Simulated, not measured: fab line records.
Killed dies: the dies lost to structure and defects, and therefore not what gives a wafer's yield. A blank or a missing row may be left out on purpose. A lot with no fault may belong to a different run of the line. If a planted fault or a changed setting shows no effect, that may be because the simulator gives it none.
One fault through the eyes of 2 desks ; flow gf180mcu ; each desk has only its own numbers; what lay behind them comes last

METROLOGY DESK
What the gauges read for every lot (on any tool): the sampled wafers with a number, averaged. Any lot whose mean is over 4 standard deviations away from the usual mean is out of limits and marked OUT; that distance is given in the brackets.
Columns: A = STI_OXIDATION_02_THK at GF_STI_THK_MEAS_30, usual 9.95 nm; B = VT_IMPLANT_03_OVL at GF_VT_IMPLANT_OVL_MEAS_40, usual 1.0 nm; C = cd_nm at GF_POLY_GATE_CD_MEAS_18, usual 280.9 nm
lot;first seen here;A;B;C
L502;day 2 09:00;9.96;0.9;281.2
L504;day 2 20:16;9.91;-2.0;281.9
L503;day 2 20:17;9.94;1.1;277.8
L505;day 3 03:09;10.08;2.5;280.1
L506;day 3 06:46;10.38;-0.0;279.6
L507;day 3 09:39;9.92;0.1;280.1
L509;day 3 22:57;9.87;2.5;279.9
L510;day 4 00:55;10.02;1.5;282.6
L513;day 4 17:53;9.85;3.3;279.7
L517;day 5 11:28;10.02;2.3;283.5
L521;day 6 08:08;10.07;1.3;280.2
L522;day 6 13:15;10.05;0.8;280.8
L523;day 6 18:08;9.96;-0.3;280.9
L525;day 7 04:41;9.99;0.7;281.1
This desk's verdict: no lot among the 14 shows anything out of limits.

THE TOOL OWNER'S DESK: implanter-01
The tool's own readings at GF_DNWELL_IMPLANT_07: means of the sampled wafers that have a number, for each lot that ran on this tool. Any lot whose mean is over 4 standard deviations away from the usual mean is out of limits and marked OUT; that distance is given in the brackets.
Columns: A = beam_energy_keV at GF_DNWELL_IMPLANT_07, usual 1500.1; B = dose_ions_cm2 at GF_DNWELL_IMPLANT_07, usual 1.0001e+13
lot;first seen here;A;B
L502;day 2 21:16;1500.0;9.9853e+12
L504;day 3 08:34;1499.7;9.9837e+12
L513;day 5 07:43;1319.2 (-99 or more) OUT;1.0007e+13
L517;day 6 01:57;1320.4 (-99 or more) OUT;1.0009e+13
Finding of this desk: L513, L517 out of limits; the first was L513 at day 5 07:43, on beam_energy_keV at GF_DNWELL_IMPLANT_07. L502, L504: within limits.

PUT TOGETHER
The tool owner's desk had the chance to raise an alarm at day 5 07:43 on L513, L517.
Nothing out of limits was seen by the metrology desk.
The metrology desk has L513, L517 on record, within its limits.
On implanter-01, each named lot ran GF_DNWELL_IMPLANT_07.

WHAT THE SIMULATOR HAD PUT IN
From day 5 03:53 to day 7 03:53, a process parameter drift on implanter-01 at GF_DNWELL_IMPLANT_07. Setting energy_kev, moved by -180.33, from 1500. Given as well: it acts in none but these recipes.
Lots struck among those shown: L513, L517.
How many hours passed from the start of the fault until each desk's first out-of-limits reading: the tool owner's desk, 4.
